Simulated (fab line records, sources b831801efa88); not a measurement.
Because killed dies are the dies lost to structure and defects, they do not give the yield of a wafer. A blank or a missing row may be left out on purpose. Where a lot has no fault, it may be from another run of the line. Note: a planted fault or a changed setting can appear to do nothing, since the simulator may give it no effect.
The tool behind it: which one? -- flow sky130 -- Sampling: 13 lots, 39 wafers, 4 of 708 route steps

== WHAT THE GAUGES READ, wafer by wafer ==
SKY_LOCAL_INTERCONNECT_CD_MEAS_11: the cd target is 170 nm. Usual: cd-nm at 169.6 nm, with a standard deviation of 1.8.
lot,measured,on,cd-nm (nm),flag
L571,day 31 09:44,cd-sem-02,167.9 169.1 168.4,
L572,day 32 01:41,cd-sem-02,170.5 170.5 171.1,
L573,day 32 07:48,cd-sem-02,172.8 170.6 172.5,
L575,day 32 17:34,cd-sem-02,169.6 170.5 170.3,
L574,day 32 19:44,cd-sem-02,168.4 169.3 168.4,
L576,day 32 23:53,cd-sem-02,167.9 167.8 171.0,
L578,day 33 11:06,cd-sem-01,168.5 167.1 168.7,
L581,day 34 08:50,cd-sem-01,167.4 167.3 166.9,
L583,day 35 04:20,cd-sem-01,172.0 172.1 171.5,
L585,day 35 15:38,cd-sem-02,169.7 169.8 170.0,
L587,day 36 07:23,cd-sem-01,167.1 167.0 167.4,
L592,day 38 00:39,cd-sem-02,166.7 168.6 167.7,

SKY_CONTACT_THK_MEAS_01. Usual: CONTACT_CVD_00_THK 75.4 nm, standard deviation 1.3.
lot,measured,on,CONTACT_CVD_00_THK (nm),flag
L571,day 31 10:41,film-metro-04,75.0 75.2 76.4,
L572,day 32 02:47,film-metro-03,75.4 76.0 75.1,
L573,day 32 08:48,film-metro-04,74.6 75.8 76.2,
L575,day 32 18:34,film-metro-04,73.4 74.5 74.5,
L574,day 32 20:40,film-metro-04,75.1 75.2 76.8,
L576,day 33 00:54,film-metro-01,73.9 77.7 75.1,
L578,day 33 12:00,film-metro-03,74.5 75.6 74.1,
L581,day 34 09:50,film-metro-01,73.8 75.9 75.6,
L583,day 35 05:41,film-metro-03,74.8 75.8 76.1,
L585,day 35 16:57,film-metro-03,74.7 75.7 76.2,
L587,day 36 08:25,film-metro-04,74.8 74.0 75.6,
L592,day 38 01:34,film-metro-04,73.5 74.6 75.6,

== EACH LOT AND THE TOOL THAT RAN IT (in order: tool; ch and the chambers of the sampled wafers; start) ==
lot,SKY_LDD_LDN_STRIP_12,SKY_LI_CONTACT_SPUTTER_19
L571,"plasma-asher-02 ch 0,1, day 23 23:45","pvd-sputter-02, day 30 05:01"
L572,"plasma-asher-03 ch 0,1, day 24 20:18","pvd-sputter-02, day 30 22:56"
L573,"plasma-asher-03 ch 0,1, day 25 02:17","pvd-sputter-02, day 31 03:13"
L575,"plasma-asher-03 ch 0,1, day 25 11:59","pvd-sputter-02, day 31 13:52"
L574,"plasma-asher-02 ch 0,1, day 25 13:48","pvd-sputter-03, day 31 15:35"
L576,"plasma-asher-02 ch 0,1, day 25 15:51","pvd-sputter-03, day 31 20:05"
L578,"plasma-asher-02 ch 0,1, day 26 07:05","pvd-sputter-01, day 32 07:17"
L581,"plasma-asher-03 ch 0,1, day 27 06:57","pvd-sputter-02, day 33 05:49"
L583,"plasma-asher-02 ch 0, day 28 00:39","pvd-sputter-02, day 34 00:20"
L584,"plasma-asher-02 ch 0,1, day 28 03:33",-
L585,"plasma-asher-03 ch 0,1, day 28 13:00","pvd-sputter-02, day 34 12:08"
L587,"plasma-asher-03 ch 0,1, day 29 07:06","pvd-sputter-03, day 35 03:22"
L592,"plasma-asher-02 ch 0,1, day 31 02:23","pvd-sputter-01, day 36 21:26"
- SKY_LDD_LDN_STRIP_12: strips in O2/N2.
- SKY_LI_CONTACT_SPUTTER_19: material Ti, target thk 20 nm, time 106.37 s.

== WHAT THE TOOLS THEMSELVES READ (means of the sampled wafers that have a number; where no wafer has one, the mark that the record gives instead) ==
SKY_LDD_LDN_STRIP_12. Usual: drypump-motor-current-A 5.7 A, standard deviation 0.44; oes-product-au 0.715 a.u., standard deviation 0.0047; strip-time-to-endpoint-s 14.18 s, standard deviation 0.037.
lot,tool,drypump-motor-current-A (A),oes-product-au (a.u.),strip-time-to-endpoint-s (s),flag
L571,plasma-asher-02,5.8,0.713,14.18,
L572,plasma-asher-03,5.2,0.713,14.16,
L573,plasma-asher-03,5.2,0.719,14.18,
L575,plasma-asher-03,5.3,0.720,14.15,
L574,plasma-asher-02,5.8,0.714,14.21,
L576,plasma-asher-02,5.8,0.719,14.19,
L578,plasma-asher-02,5.8,0.723,14.24,
L581,plasma-asher-03,5.3,0.714,14.22,
L583,plasma-asher-02,6.0,0.708,14.17,
L584,plasma-asher-02,5.9,0.953,-,OFF
L585,plasma-asher-03,5.2,0.715,14.16,
L587,plasma-asher-03,5.3,0.718,14.18,
L592,plasma-asher-02,5.8,0.714,14.16,

SKY_LI_CONTACT_SPUTTER_19. Usual: throttle-valve-pct at 30.1 %, with a standard deviation of 0.96.
lot,tool,throttle-valve-pct (%),flag
L571,pvd-sputter-02,30.4,
L572,pvd-sputter-02,30.3,
L573,pvd-sputter-02,30.7,
L575,pvd-sputter-02,29.4,
L574,pvd-sputter-03,29.5,
L576,pvd-sputter-03,29.9,
L578,pvd-sputter-01,30.1,
L581,pvd-sputter-02,29.4,
L583,pvd-sputter-02,31.3,
L585,pvd-sputter-02,30.4,
L587,pvd-sputter-03,30.0,
L592,pvd-sputter-01,30.6,

== THE ANSWER, worked out from the rows above alone ==
Rule: a lot is off if the mean of its wafers that have a number lies more than 3 standard deviations from the usual mean. A lot without any number at a reading at which 4 lots or more have one is off too. All remaining lots with rows at the step are treated as sound. The gauges are gone through in route order, then the tools' own readings, and for those a lot's mean is taken as printed above. At the first step where some lot is off, the reading lying furthest off is the one used; lots without a number count as furthest.
Off, at SKY_LDD_LDN_STRIP_12 on strip-time-to-endpoint-s: L584. Without a number there: L584.
If a tool, at that step or one of the process steps before it, ran each lot that is off and ran no sound lot following the first of them, it fits. Not one of the candidates tried fits.

== WHAT THE SIMULATOR HAD INSERTED ==
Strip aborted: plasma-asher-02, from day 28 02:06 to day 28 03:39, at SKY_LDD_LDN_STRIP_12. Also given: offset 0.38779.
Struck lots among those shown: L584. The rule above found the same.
